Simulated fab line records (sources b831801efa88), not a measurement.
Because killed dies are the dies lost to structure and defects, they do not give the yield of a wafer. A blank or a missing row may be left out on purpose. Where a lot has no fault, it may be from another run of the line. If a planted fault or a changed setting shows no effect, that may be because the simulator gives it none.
Problem report in the 8D (eight disciplines) form, filled by code + flow sky130 + the parts of the form that need people (team, actions taken, sign-off) are left out

1. PROBLEM STATEMENT
Mean of o2 flow sccm at SKY_CAPM_STRIP_14: 3601 sccm across 9 wafers in 3 lots; on wafers with no fault it is 3001 sccm (standard deviation 9.3). Measured from the usual mean, that is +64 standard deviations.
The step: strips in O2/N2.
Earliest sighting: wafer L292.1 on plasma asher-01 at day 40 04:19. The record holds 36 wafers of 12 lots with a number at this step. Rule for "out", or "out of limits": more than 4 standard deviations from the usual mean. Any other wafer with a number is counted as sound.

2. WHAT IT IS, WHAT IT ISN'T
| question                    | is                     | is not                                                                                            |
|-----------------------------|------------------------|---------------------------------------------------------------------------------------------------|
| which readings at this step | o2 flow sccm           | chamber pressure mTorr, drypump motor current A, oes product au                                   |
| which lots                  | L292, L293, L294       | L285, L286, L288, L300, L304, L305, L306, L307, L308                                              |
| which wafers of those lots  | all that have a number | -                                                                                                 |
| read on which tools         | plasma asher-01        | plasma asher-02, plasma asher-03                                                                  |
| when                        | from day 40 04:19      | up to then (9 sound wafers); but 18 sound wafers of L300, L304, L305, L306, L307, L308 came after |

3. SUSPECTS, AND WHAT RULES EACH OUT
Counting: any tool at a process step up to the reading is kept as a suspect provided that every lot that is out went through it and no sound lot did after the first of them.
- plasma asher-01 at SKY_CAPM_STRIP_14 (strips in O2/N2): ruled out as a lasting fault. The sound lots L307 went through it after L292, its earliest lot that is out (day 40 04:19).
Left after counting: nothing in the record.

4. THE CAUSE (what the simulator had put in)
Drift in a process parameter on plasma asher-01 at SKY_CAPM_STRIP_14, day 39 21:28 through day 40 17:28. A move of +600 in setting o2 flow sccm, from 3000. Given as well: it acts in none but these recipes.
Counting ruled it out, wrongly.

5. THE EFFECT CHAIN, in route order
One row per reading whose mean, taken over the struck wafers that have a number, lies over 3 standard deviations from the usual. Scope: only readings with a usual standard deviation given in the record; hours: median across lots of the time from each lot's start at the first step in this table that gives one to its start at this step; sigmas: change in usual standard deviations.
| hours | step              | reading      | usual     | on struck wafers | change | sigmas |
|-------|-------------------|--------------|-----------|------------------|--------|--------|
| 0     | SKY_CAPM_STRIP_14 | o2 flow sccm | 3001 sccm | 3601             | +600   | +64    |
The process steps in it:
- SKY_CAPM_STRIP_14: strips in O2/N2.

6. HOW IT WOULD HAVE BEEN CAUGHT EARLIER
7 hours passed between the start of the fault at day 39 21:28 and the first reading out of limits in this record, taken at day 40 04:19.
